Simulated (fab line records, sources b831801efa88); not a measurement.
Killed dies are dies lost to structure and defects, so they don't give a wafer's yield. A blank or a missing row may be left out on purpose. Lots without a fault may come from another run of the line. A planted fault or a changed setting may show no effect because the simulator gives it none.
fab line records | flow gf180mcu
record lots=24 wafers=72 last_day=34
route steps=602 shown M3@426 V3@453 M5@533 V5@561 TOP_METAL@571 PASSIVATION@598
lots that met no fault: from a run of the same line without faults
start_h: hours from the record's first day to the start of the lot's first wafer shown | wait_h: hours since the lot's step before | " the same as in the row above | L1.1+2: a row that stands for several wafers | - no value, or no start given | * or withheld: withheld | < > ~ a bound
route shown NAME@n: a module of which the file shows steps, and the number in the route of the first | usual: mean/standard deviation of fault-free wafers | same: alike in all rows | chamber/n: place in a boat | sites: the reading at each site | _std_site: their standard deviation | _edge_site: outer sites' mean less inner sites' | radius_mm: how far each site lies from the wafer's centre | mask NAME#n: copy n | behind: the tool/chamber that last shaped the wafer | hold: why the lot was held/for how many hours/how that ended | device: the transistor (n, p or np) that didn't switch | end of line: the same wafers' tests at the end of the route | a step without rows: its recipe alone | killed: dies lost to structure and defects at the first sort, not the wafer's yield | map: a wafer's dies, x killed, . not, _ none there
set.NAME: the setting as run; set.NAME@STEP: as run at that earlier step | model.NAME: the simulator's own value behind a step, which no gauge read
steps of the route over a sample of lots; a table a step, a row a wafer
services: from which hour (start_h, from the record's first day; less than 0 if before it) a tool's chamber was out of use, for how many hours, and why
## steps
# step GF_M3_STRIP_17
# recipe chemistry=O2/N2 power_w=1400 pressure_mtorr=1500 platen_temp_c=250 o2_flow_sccm=3000 n2_flow_sccm=300 overash_fraction=0.5
# usual chamber_pressure_mTorr=1500.2/1.4 drypump_motor_current_A=5.6/0.52 heater_power_w=344/26 oes_product_au=0.537/0.0051 strip_time_to_endpoint_s=7.37/0.05
# columns lot.wafer tool chamber start_h wait_h chamber_pressure_mTorr drypump_motor_current_A heater_power_w oes_product_au rf_hours_counter_h strip_time_to_endpoint_s
L074.2 plasma_asher-01 1 493.67 0.1 1500.3 5.8 339 0.541 7 7.33
L074.3 " 1 " " 1499.0 5.8 353 0.536 - 7.36
L074.6 " 0 " " 1501.6 6.1 356 0.541 - 7.38
L075.2 plasma_asher-02 1 495.03 0.1 1501.0 5.1 341 0.541 38 7.40
L075.3 " 0 " " 1500.2 6.1 390 0.538 - 7.42
L075.4 " 1 " " 1501.0 5.1 348 0.536 - 7.45
L076.1 plasma_asher-02 0 504.73 0.1 1500.7 6.1 396 0.538 40 7.32
L076.5 " 0 " " 1500.2 6.1 396 0.546 - 7.32
L076.6 " 1 " " 1501.9 5.1 348 0.536 - 7.41
L077.3 plasma_asher-03 1 513.45 0.1 1502.3 4.7 312 0.531 - 7.33
L077.4 " 0 " " 1499.7 5.9 343 0.544 - 7.38
L077.6 " 0 " " 1498.2 5.9 342 0.531 - 7.38
L078.2 plasma_asher-03 1 523.23 0.1 1500.0 4.7 303 0.534 76 7.38
L078.4 " 1 " " 1497.5 4.7 300 0.538 - 7.33
L078.6 " 1 " " 1499.0 4.7 308 0.535 - 7.41
L080.3 plasma_asher-01 1 544.75 0.1 1499.0 5.7 349 0.534 - 7.30
L080.4 " 0 " " 1500.6 6.0 349 0.532 - 7.39
L080.5 " 1 " " 1498.8 5.7 343 0.539 - 7.38
L079.2 plasma_asher-02 1 546.51 0.1 1501.6 5.1 343 0.543 44 7.49
L079.5 " 0 " " 1498.4 6.1 393 0.546 - 7.47
L079.6 " 1 " " 1500.5 5.2 339 0.538 - 7.39
L081.3 plasma_asher-01 0 552.91 0.1 1501.0 6.0 343 0.540 - 7.47
L081.5 " 1 " " 1500.1 5.7 344 0.538 - 7.36
L081.6 " 0 " " 1499.3 6.1 352 0.539 - 7.50
L082.2 plasma_asher-02 1 559.11 0.1 1501.9 5.1 350 0.539 45 7.34
L082.3 " 0 " " 1498.3 6.1 391 0.536 - 7.35
L082.5 " 1 " " 1499.8 5.1 337 0.539 - 7.41
L083.2 plasma_asher-01 0 575.53 0.1 1500.2 6.1 354 0.534 17 7.30
L083.3 " 1 " " 1504.7 5.7 334 0.534 - 7.28
L083.6 " 1 " " 1499.2 5.7 344 0.527 - 7.28
L084.3 plasma_asher-01 0 583.75 0.1 1497.9 6.1 354 0.534 - 7.30
L084.5 " 1 " " 1500.5 5.7 346 0.536 - 7.35
L084.6 " 0 " " 1501.8 6.0 349 0.523 - 7.33
L085.1 plasma_asher-01 0 591.10 0.1 1499.9 6.0 343 0.545 18 7.40
L085.3 " 1 " " 1500.8 5.7 347 0.530 - 7.34
L085.6 " 1 " " 1501.6 5.7 343 0.539 - 7.32
L086.1 plasma_asher-01 1 596.11 0.1 1500.4 5.8 339 0.544 19 7.26
L086.5 " 1 " " 1498.7 5.7 341 0.533 - 7.32
L086.6 " 0 " " 1498.5 6.0 362 0.533 - 7.32
L087.1 plasma_asher-01 0 607.28 0.1 1500.1 6.1 359 0.540 20 7.34
L087.5 " 0 " " 1500.8 6.1 359 0.533 - 7.34
L087.6 " 1 " " 1501.2 5.8 345 0.538 - 7.44
L088.3 plasma_asher-03 1 608.69 0.2 1499.0 4.7 294 0.539 - 7.36
L088.4 " 0 " " 1500.8 5.9 335 0.541 - 7.34
L088.6 " 1 " " 1497.0 4.7 305 0.534 - 7.40
L089.1 plasma_asher-03 0 620.83 0.1 1498.3 6.0 346 0.541 85 7.39
L089.5 " 1 " " 1498.2 4.7 307 0.536 - 7.32
L089.6 " 0 " " 1499.9 6.0 336 0.541 - 7.46
L090.3 plasma_asher-02 0 631.66 0.1 1501.3 6.1 390 0.535 - 7.36
L090.5 " 1 " " 1500.0 5.1 348 0.539 - 7.34
L090.6 " 0 " " 1501.4 6.1 394 0.541 - 7.35
L091.4 plasma_asher-03 1 638.01 0.1 1499.5 4.7 308 0.547 - 7.43
L091.5 " 1 " " 1497.8 4.7 312 0.552 - 7.39
L091.6 " 0 " " 1500.8 5.9 331 0.536 - 7.38
L092.3 plasma_asher-03 1 643.68 0.1 1500.2 4.7 304 0.543 - 7.39
L092.4 " 0 " " 1500.4 6.0 334 0.535 - 7.36
L092.6 " 0 " " 1501.6 5.9 342 0.546 - 7.35
L094.2 plasma_asher-02 0 648.56 0.1 1501.7 6.1 392 0.540 55 7.39
L094.5 " 0 " " 1500.5 6.1 391 0.537 - 7.34
L094.6 " 1 " " 1498.4 5.2 348 0.531 - 7.28
L093.1 plasma_asher-03 0 653.59 0.1 1499.7 6.0 336 0.534 89 7.38
L093.3 " 1 " " 1498.4 4.7 300 0.533 - 7.29
L093.5 " 1 " " 1501.2 4.7 314 0.537 - 7.39
L095.2 plasma_asher-03 0 659.96 0.1 1497.6 5.9 342 0.539 89 7.37
L095.5 " 0 " " 1501.4 5.9 340 0.532 - 7.37
L095.6 " 1 " " 1500.8 4.7 304 0.530 - 7.41
L096.1 plasma_asher-03 0 668.13 0.1 1500.5 5.9 343 0.540 90 7.39
L096.4 " 0 " " 1501.9 5.9 343 0.537 - 7.44
L096.5 " 0 " " 1502.8 6.0 341 0.536 - 7.40
L097.1 plasma_asher-02 1 671.91 0.1 1502.2 5.1 343 0.535 57 7.33
L097.4 " 1 " " 1498.6 5.1 341 0.538 - 7.37
L097.5 " 0 " " 1496.7 6.1 388 0.545 - 7.35
# step GF_V3_RS_MEAS_24
# recipe thk_meas_gauge=four-point-probe reads=W_of_V3_CVD_23+TiN_of_V3_SPUTTER_22+Ti_of_V3_SPUTTER_21
# usual V3_W_RS=0.324/0.006
# columns lot.wafer tool chamber start_h wait_h V3_W_RS[ohm/sq]
L074.2 film_metro-01 - 519.10 0.1 0.319
L074.3 " - " " 0.318
L074.6 " - " " 0.320
L075.2 film_metro-03 - 521.11 0.1 0.313
L075.3 " - " " 0.316
L075.4 " - " " 0.328
L076.1 film_metro-03 - 530.66 0.1 0.319
L076.5 " - " " 0.332
L076.6 " - " " 0.317
L077.3 film_metro-01 - 538.50 0.1 0.329
L077.4 " - " " 0.317
L077.6 " - " " 0.330
L078.2 film_metro-02 - 548.26 0.1 0.333
L078.4 " - " " 0.319
L078.6 " - " " 0.329
L080.3 film_metro-03 - 569.37 0.1 0.318
L080.4 " - " " 0.331
L080.5 " - " " 0.333
L079.2 film_metro-02 - 571.15 0.1 0.330
L079.5 " - " " 0.328
L079.6 " - " " 0.323
L081.3 film_metro-03 - 578.78 0.1 0.316
L081.5 " - " " 0.331
L081.6 " - " " 0.325
L082.2 film_metro-03 - 582.75 0.1 0.331
L082.3 " - " " 0.331
L082.5 " - " " 0.331
L083.2 film_metro-03 - 599.15 0.1 0.323
L083.3 " - " " 0.318
L083.6 " - " " 0.320
L084.3 film_metro-01 - 606.85 0.1 0.317
L084.5 " - " " 0.325
L084.6 " - " " 0.321
L085.1 film_metro-03 - 613.83 0.1 0.320
L085.3 " - " " 0.325
L085.6 " - " " 0.320
L086.1 film_metro-02 - 619.38 0.1 0.329
L086.5 " - " " 0.318
L086.6 " - " " 0.328
L087.1 film_metro-03 - 630.25 0.1 0.334
L087.5 " - " " 0.332
L087.6 " - " " 0.321
L088.3 film_metro-03 - 631.76 0.1 0.321
L088.4 " - " " 0.318
L088.6 " - " " 0.320
L089.1 film_metro-02 - 643.63 0.1 0.324
L089.5 " - " " 0.330
L089.6 " - " " 0.321
L090.3 film_metro-02 - 654.06 0.1 0.322
L090.5 " - " " 0.318
L090.6 " - " " 0.332
L091.4 film_metro-01 - 660.10 0.1 0.329
L091.5 " - " " 0.325
L091.6 " - " " 0.319
L092.3 film_metro-02 - 665.63 0.1 0.333
L092.4 " - " " 0.322
L092.6 " - " " 0.329
L094.2 film_metro-02 - 670.59 0.1 0.327
L094.5 " - " " 0.320
L094.6 " - " " 0.313
L093.1 film_metro-03 - 675.49 0.1 0.325
L093.3 " - " " 0.344
L093.5 " - " " 0.336
L095.2 film_metro-02 - 681.28 0.1 0.329
L095.5 " - " " 0.317
L095.6 " - " " 0.327
L096.1 film_metro-01 - 689.48 0.1 0.331
L096.4 " - " " 0.322
L096.5 " - " " 0.322
L097.1 film_metro-03 - 692.87 0.1 0.314
L097.4 " - " " 0.329
L097.5 " - " " 0.317
# step GF_M5_CD_MEAS_07
# recipe target_cd_nm=280
# usual cd_nm=280.0/1.2
# columns lot.wafer tool chamber start_h wait_h cd_nm
L074.2 cd_sem-01 - 612.78 0.1 281.1
L074.3 " - " " 281.4
L074.6 " - " " 280.4
L075.2 cd_sem-02 - 613.48 0.1 280.9
L075.3 " - " " 280.3
L075.4 " - " " 281.1
L076.1 cd_sem-01 - 621.49 0.1 281.9
L076.5 " - " " 281.2
L076.6 " - " " 280.9
L077.3 cd_sem-01 - 629.78 0.1 278.2
L077.4 " - " " 277.7
L077.6 " - " " 278.8
L078.2 cd_sem-02 - 637.93 0.1 281.4
L078.4 " - " " 280.8
L078.6 " - " " 280.9
L080.3 cd_sem-02 - 657.16 0.1 278.4
L080.4 " - " " 280.6
L080.5 " - " " 280.6
L079.2 cd_sem-01 - 658.68 0.1 281.5
L079.5 " - " " 281.6
L079.6 " - " " 281.3
L081.3 cd_sem-02 - 664.93 0.1 279.2
L081.5 " - " " 280.1
L081.6 " - " " 280.3
L082.2 cd_sem-02 - 668.43 0.1 278.6
L082.3 " - " " 280.5
L082.5 " - " " 279.1
L083.2 cd_sem-02 - 683.49 0.1 277.8
L083.3 " - " " 278.3
L083.6 " - " " 279.7
L084.3 cd_sem-01 - 688.70 0.1 281.4
L084.5 " - " " 281.6
L084.6 " - " " 281.5
L085.1 cd_sem-02 - 695.56 0.1 278.2
L085.3 " - " " 278.4
L085.6 " - " " 278.7
L086.1 cd_sem-02 - 702.36 0.1 277.6
L086.5 " - " " 278.3
L086.6 " - " " 278.4
L087.1 cd_sem-01 - 710.76 0.1 280.9
L087.5 " - " " 281.2
L087.6 " - " " 280.1
L088.3 cd_sem-02 - 712.43 0.1 280.8
L088.4 " - " " 280.6
L088.6 " - " " 280.4
L089.1 cd_sem-01 - 723.86 0.1 278.8
L089.5 " - " " 278.4
L089.6 " - " " 278.4
L090.3 cd_sem-01 - 733.70 0.1 280.3
L090.5 " - " " 280.6
L090.6 " - " " 279.9
L091.4 cd_sem-01 - 738.55 0.1 280.2
L091.5 " - " " 281.0
L091.6 " - " " 278.8
L092.3 cd_sem-01 - 743.21 0.1 279.0
L092.4 " - " " 280.8
L092.6 " - " " 278.3
L094.2 cd_sem-01 - 746.93 0.1 279.8
L094.5 " - " " 279.8
L094.6 " - " " 279.1
L093.1 cd_sem-01 - 751.71 0.1 280.6
L093.3 " - " " 280.6
L093.5 " - " " 279.9
L095.2 cd_sem-01 - 755.53 0.1 280.3
L095.5 " - " " 281.3
L095.6 " - " " 280.8
L096.1 cd_sem-02 - 764.16 0.1 279.8
L096.4 " - " " 279.6
L096.5 " - " " 281.2
L097.1 cd_sem-02 - 766.61 0.1 279.9
L097.4 " - " " 279.1
L097.5 " - " " 277.1
# step GF_V5_SPUTTER_21
# recipe material=Ti target_thk_nm=15 chamber_pressure_pa=5 power_w=2500 substrate_temp_c=200 time_s=80.02
# usual throttle_valve_pct=30.5/0.79
# columns lot.wafer tool chamber start_h wait_h throttle_valve_pct
L074.2 pvd_sputter-04 - 635.40 0.0 31.0
L074.3 " - " " 31.1
L074.6 " - " " 31.1
L075.2 pvd_sputter-02 - 635.76 0.0 29.8
L075.3 " - " " 31.0
L075.4 " - " " 28.8
L076.1 pvd_sputter-04 - 644.10 0.0 31.0
L076.5 " - " " 30.7
L076.6 " - " " 30.8
L077.3 pvd_sputter-03 - 651.91 0.0 29.2
L077.4 " - " " 29.2
L077.6 " - " " 30.7
L078.2 pvd_sputter-03 - 660.17 0.0 30.6
L078.4 " - " " 29.3
L078.6 " - " " 31.0
L080.3 pvd_sputter-03 - 678.92 0.0 29.2
L080.4 " - " " 31.5
L080.5 " - " " 31.0
L079.2 pvd_sputter-03 - 679.95 0.0 31.6
L079.5 " - " " 28.9
L079.6 " - " " 31.1
L081.3 pvd_sputter-03 - 686.78 0.0 29.3
L081.5 " - " " 31.1
L081.6 " - " " 31.6
L082.2 pvd_sputter-03 - 689.64 0.0 29.5
L082.3 " - " " 30.7
L082.5 " - " " 29.3
L083.2 pvd_sputter-03 - 703.91 0.0 29.2
L083.3 " - " " 31.6
L083.6 " - " " 30.8
L084.3 pvd_sputter-04 - 708.99 0.0 31.1
L084.5 " - " " 30.9
L084.6 " - " " 30.9
L085.1 pvd_sputter-03 - 716.52 0.0 29.3
L085.3 " - " " 30.9
L085.6 " - " " 29.4
L086.1 pvd_sputter-02 - 722.97 0.0 30.9
L086.5 " - " " 30.5
L086.6 " - " " 30.9
L087.1 pvd_sputter-04 - 730.95 0.0 31.0
L087.5 " - " " 30.8
L087.6 " - " " 30.8
L088.3 pvd_sputter-02 - 732.16 0.0 29.8
L088.4 " - " " 31.1
L088.6 " - " " 29.8
L089.1 pvd_sputter-04 - 743.72 0.0 30.8
L089.5 " - " " 30.9
L089.6 " - " " 31.3
L090.3 pvd_sputter-03 - 753.20 0.0 29.4
L090.5 " - " " 30.7
L090.6 " - " " 29.4
L091.4 pvd_sputter-02 - 757.86 0.0 30.2
L091.5 " - " " 30.4
L091.6 " - " " 29.9
L092.3 pvd_sputter-04 - 762.55 0.0 30.8
L092.4 " - " " 31.0
L092.6 " - " " 30.7
L094.2 pvd_sputter-04 - 765.80 0.0 30.8
L094.5 " - " " 30.9
L094.6 " - " " 30.9
L093.1 pvd_sputter-04 - 770.52 0.0 30.9
L093.3 " - " " 31.2
L093.5 " - " " 30.8
L095.2 pvd_sputter-04 - 774.08 0.0 30.8
L095.5 " - " " 30.9
L095.6 " - " " 31.3
L096.1 pvd_sputter-03 - 782.95 0.0 31.3
L096.4 " - " " 29.3
L096.5 " - " " 29.2
L097.1 pvd_sputter-04 - 784.70 0.0 30.8
L097.4 " - " " 31.4
L097.5 " - " " 30.7
# step GF_TOP_METAL_SPUTTER_04
# recipe material=TiN target_thk_nm=25 power_w=6500 time_s=20.8 chamber_pressure_pa=0.4
# usual throttle_valve_pct=30.8/0.78
# columns lot.wafer tool chamber start_h wait_h throttle_valve_pct
L074.2 pvd_sputter-03 - 636.29 0.0 30.8
L074.3 " - " " 29.3
L074.6 " - " " 29.5
L075.2 pvd_sputter-01 - 636.64 0.0 30.6
L075.3 " - " " 30.7
L075.4 " - " " 30.5
L076.1 pvd_sputter-01 - 644.98 0.0 30.6
L076.5 " - " " 31.0
L076.6 " - " " 30.4
L077.3 pvd_sputter-04 - 652.79 0.0 30.8
L077.4 " - " " 30.6
L077.6 " - " " 30.8
L078.2 pvd_sputter-01 - 661.06 0.0 32.5
L078.4 " - " " 30.7
L078.6 " - " " 30.9
L080.3 pvd_sputter-04 - 679.80 0.0 30.9
L080.4 " - " " 30.9
L080.5 " - " " 31.2
L079.2 pvd_sputter-04 - 680.84 0.0 30.8
L079.5 " - " " 30.8
L079.6 " - " " 30.6
L081.3 pvd_sputter-04 - 687.67 0.0 31.0
L081.5 " - " " 31.0
L081.6 " - " " 31.0
L082.2 pvd_sputter-04 - 690.52 0.0 30.5
L082.3 " - " " 30.9
L082.5 " - " " 30.8
L083.2 pvd_sputter-04 - 704.79 0.0 30.5
L083.3 " - " " 30.9
L083.6 " - " " 30.6
L084.3 pvd_sputter-01 - 710.16 0.0 32.8
L084.5 " - " " 30.5
L084.6 " - " " 30.4
L085.1 pvd_sputter-04 - 717.40 0.0 31.1
L085.3 " - " " 30.7
L085.6 " - " " 30.6
L086.1 pvd_sputter-01 - 723.85 0.0 33.0
L086.5 " - " " 32.7
L086.6 " - " " 30.8
L087.1 pvd_sputter-04 - 731.83 0.0 30.7
L087.5 " - " " 30.6
L087.6 " - " " 30.5
L088.3 pvd_sputter-03 - 733.04 0.0 31.6
L088.4 " - " " 29.4
L088.6 " - " " 29.6
L089.1 pvd_sputter-03 - 744.83 0.0 31.4
L089.5 " - " " 29.1
L089.6 " - " " 29.2
L090.3 pvd_sputter-03 - 754.15 0.0 30.9
L090.5 " - " " 31.4
L090.6 " - " " 31.0
L091.4 pvd_sputter-04 - 758.86 0.0 31.2
L091.5 " - " " 31.0
L091.6 " - " " 31.1
L092.3 pvd_sputter-01 - 763.55 0.0 32.6
L092.4 " - " " 31.0
L092.6 " - " " 30.6
L094.2 pvd_sputter-04 - 766.68 0.0 30.8
L094.5 " - " " 30.8
L094.6 " - " " 31.3
L093.1 pvd_sputter-01 - 771.52 0.0 30.6
L093.3 " - " " 30.7
L093.5 " - " " 31.0
L095.2 pvd_sputter-04 - 774.96 0.0 30.9
L095.5 " - " " 31.2
L095.6 " - " " 30.8
L096.1 pvd_sputter-03 - 783.83 0.0 31.4
L096.4 " - " " 30.8
L096.5 " - " " 29.3
L097.1 pvd_sputter-04 - 785.69 0.0 31.0
L097.4 " - " " 30.9
L097.5 " - " " 30.8
# step GF_PASSIVATION_ETCH_11
# recipe chemistry=CF4/O2 target_depth_nm=2040 stop_on=TiN source_w=800 bias_w=150 pressure_mtorr=150 cf4_flow_sccm=80 O2_flow_sccm=10 time_s=453.3
# usual chamber_pressure_mTorr=150.01/0.13 drypump_motor_current_A=5.93/0.29 oes_product_au=0.987/0.0063 throttle_valve_pct=5.968/0.0093
# columns lot.wafer tool chamber start_h wait_h chamber_pressure_mTorr drypump_motor_current_A oes_product_au rf_hours_counter_h throttle_valve_pct
L074.2 rie_diel-04 1 676.79 - 150.14 5.77 0.984 2 5.978
L074.3 " 0 " " 149.88 5.97 0.985 20 5.961
L074.6 " 2 " " 149.93 6.23 0.992 - 5.985
L075.2 rie_diel-01 3 678.21 - 149.93 5.68 0.991 10 5.962
L075.3 " 2 " " 150.11 6.09 0.981 2 5.970
L075.4 " 0 " " 149.95 5.58 0.976 12 5.977
L076.1 rie_diel-02 1 685.21 - 149.91 5.64 0.971 4 5.979
L076.5 " 1 " " 149.83 5.65 0.979 - 5.975
L076.6 " 0 " " 150.06 6.04 0.981 - 5.982
L077.3 rie_diel-01 3 692.56 - 150.24 5.68 0.997 11 5.965
L077.4 " 1 " " 150.19 6.65 0.991 1 5.969
L077.6 " 2 " " 150.14 6.11 0.985 - 5.980
L078.2 rie_diel-04 0 699.81 - 149.94 6.00 0.994 21 5.975
L078.4 " 2 " " 149.85 6.23 0.996 2 5.970
L078.6 " 0 " " 150.08 6.01 0.983 - 5.968
L080.3 rie_diel-04 3 717.53 - 149.91 5.56 0.984 1 5.970
L080.4 " 1 " " 149.81 5.77 0.983 5 5.971
L080.5 " 0 " " 150.03 5.98 0.989 - 5.954
L079.2 rie_diel-02 3 718.48 - 149.98 6.19 0.990 11 5.975
L079.5 " 3 " " 150.06 6.18 0.994 - 5.955
L079.6 " 0 " " 150.08 6.05 0.983 - 5.968
L081.3 rie_diel-04 2 725.44 - 149.95 6.23 0.992 3 5.969
L081.5 " 3 " " 150.00 5.59 0.992 - 5.979
L081.6 " 2 " " 149.98 6.22 0.987 - 5.986
L082.2 rie_diel-02 3 727.83 - 150.13 6.20 0.994 12 5.951
L082.3 " 0 " " 149.99 6.07 0.987 28 5.959
L082.5 " 2 " " 150.02 5.72 0.979 - 5.982
L083.2 rie_diel-01 3 742.18 - 149.81 5.67 0.989 13 5.962
L083.3 " 0 " " 149.89 5.59 0.986 15 5.968
L083.6 " 3 " " 150.19 5.69 0.983 - 5.970
L084.3 rie_diel-01 3 745.96 - 150.39 5.71 0.987 13 5.971
L084.5 " 0 " " 149.86 5.60 0.981 - 5.962
L084.6 " 1 " " 150.21 6.68 0.998 - 5.973
L085.1 rie_diel-02 2 754.24 - 149.85 5.74 0.980 14 5.963
L085.3 " 3 " " 149.85 6.20 0.986 13 5.966
L085.6 " 2 " " 149.87 5.74 0.978 - 5.980
L086.1 rie_diel-01 1 759.06 - 150.01 6.66 0.985 3 5.958
L086.5 " 2 " " 149.83 6.11 0.984 - 5.974
L086.6 " 1 " " 150.04 6.68 0.985 - 5.978
L087.1 rie_diel-04 1 767.08 - 150.02 5.78 0.989 7 5.967
L087.5 " 2 " " 150.37 6.23 1.001 - 5.972
L087.6 " 3 " " 150.08 5.56 0.985 - 5.968
L088.3 rie_diel-02 0 768.24 - 150.04 6.04 0.988 30 5.970
L088.4 " 1 " " 150.00 5.68 0.982 7 5.959
L088.6 " 0 " " 150.08 6.07 0.997 - 5.971
L089.1 rie_diel-02 2 778.79 - 149.97 5.73 0.986 15 5.972
L089.5 " 1 " " 150.14 5.65 0.980 - 5.962
L089.6 " 0 " " 149.96 6.05 0.989 - 5.958
L090.3 rie_diel-01 1 788.28 - 149.93 6.66 0.982 5 5.953
L090.5 " 1 " " 150.03 6.67 0.987 - 5.962
L090.6 " 0 " " 150.01 5.58 0.984 - 5.944
L091.4 rie_diel-04 1 792.34 - 149.74 5.75 0.983 8 5.961
L091.5 " 0 " " 150.28 6.00 0.998 - 5.980
L091.6 " 1 " " 150.00 5.78 0.984 - 5.959
L092.3 rie_diel-02 3 796.41 - 150.04 6.17 0.991 15 5.968
L092.4 " 1 " " 150.13 5.68 0.979 9 5.968
L092.6 " 1 " " 149.97 5.66 0.979 - 5.958
L094.2 rie_diel-04 3 800.28 - 150.19 5.60 0.985 5 5.961
L094.5 " 0 " " 149.86 5.96 0.982 - 5.974
L094.6 " 1 " " 150.05 5.80 0.991 - 5.965
L093.1 rie_diel-02 1 803.61 - 149.88 5.66 0.979 9 5.953
L093.3 " 3 " " 149.94 6.19 0.995 15 5.973
L093.5 " 2 " " 150.26 5.71 0.988 - 5.947
L095.2 rie_diel-04 0 807.19 - 150.05 5.97 0.979 27 5.981
L095.5 " 3 " " 149.97 5.57 0.987 - 5.976
L095.6 " 2 " " 150.07 6.22 1.001 - 5.984
L096.1 rie_diel-02 0 815.41 - 149.85 6.08 0.978 32 5.976
L096.4 " 3 " " 150.02 6.18 0.990 16 5.951
L096.5 " 1 " " 150.08 5.67 0.984 - 5.958
L097.1 rie_diel-04 3 817.23 - 150.17 5.52 0.986 6 5.958
L097.4 " 0 " " 150.17 6.00 0.984 28 5.961
L097.5 " 2 " " 149.97 6.23 1.004 - 5.960
## services
# columns tool chamber start_h hours kind
rie_diel-04 - 470.62 14.6 pm
pvd_sputter-01 - 491.50 10.0 repair
plasma_asher-01 - 528.60 1.6 repair
pvd_sputter-03 - 546.01 3.2 repair
plasma_asher-03 - 556.71 14.6 pm
rie_diel-01 2 563.97 94.4 repair
rie_diel-04 1 568.48 3.2 repair
pvd_sputter-03 - 574.42 1.6 repair
rie_diel-02 3 593.62 20.9 repair
pvd_sputter-03 - 594.66 24.6 repair
rie_diel-01 0 597.90 2.9 repair
rie_diel-01 - 598.04 1.6 repair
plasma_asher-02 - 623.78 0.6 repair
plasma_asher-02 - 625.72 2.8 pm
rie_diel-02 2 626.34 8.0 repair
rie_diel-04 1 647.04 8.9 repair
rie_diel-01 0 648.63 5.1 repair
rie_diel-02 2 669.66 23.0 repair
pvd_sputter-04 - 719.15 1.1 repair
plasma_asher-01 - 726.89 14.6 pm
rie_diel-04 2 729.38 4.3 repair
rie_diel-04 3 753.16 3.3 repair
pvd_sputter-03 - 754.93 12.0 repair
rie_diel-02 - 780.42 2.8 pm
## key
fault none
